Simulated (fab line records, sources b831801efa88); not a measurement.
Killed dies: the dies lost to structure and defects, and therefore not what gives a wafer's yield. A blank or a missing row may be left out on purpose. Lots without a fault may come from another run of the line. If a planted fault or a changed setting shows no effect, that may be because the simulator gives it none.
Matching of chambers ; flow gf180mcu ; GF_POLY_GATE_ETCH_13 on rie-si-01 has 4 sister chambers
The step etches poly-Si in HBr/Cl2, stops on SiO2, target depth 198.5 nm, time 69.6 s. 8 wafers are shown with their chamber, then 8 later ones without.

## WAFERS, EACH WITH ITS CHAMBER
wafer;chamber;drypump-motor-current-A (A);oes-product-au (a.u.)
L650.3;1;6.0;0.984
L654.1;0;5.5;1.002
L654.5;3;6.0;0.989
L654.6;2;5.0;0.990
L655.2;1;6.0;0.987
L655.4;0;5.5;1.002
L655.5;2;4.9;0.994
L657.2;3;6.0;0.991

## WAFERS WITH NO CHAMBER GIVEN
wafer;drypump-motor-current-A (A);oes-product-au (a.u.)
L657.3;6.1;0.995
L657.6;5.6;1.005
L658.1;6.0;0.999
L658.3;5.5;1.005
L658.6;6.0;0.987
L670.1;4.9;0.980
L670.4;5.6;0.988
L670.5;6.0;0.988

## THE CHAMBER EACH PASSED THROUGH
wafer;from the rows above;in truth
L657.3;can't be placed: 3 or 1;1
L657.6;0;0
L658.1;3;3
L658.3;0;0
L658.6;can't be placed: 1 or 3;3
L670.1;2;2
L670.4;0;0
L670.5;can't be placed: 3 or 1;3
5 of 8 placed correctly. These rows do not allow placing 3 (true chamber among the candidates in 3). Placed wrongly: 0.
How it was worked out, from the rows above alone: a wafer's distance from a chamber is the root of the sum, over the readings, of the square of ((its reading less the chamber's mean) divided by the reading's scatter). The wafer belongs to the nearest chamber; if the next one is less than 2 further off, it can't be placed. Each chamber's mean is taken over the wafers shown for it. The scatter: the root of (the sum of the squares of (reading less its chamber's mean) over the shown wafers, divided by (wafers less chambers)).
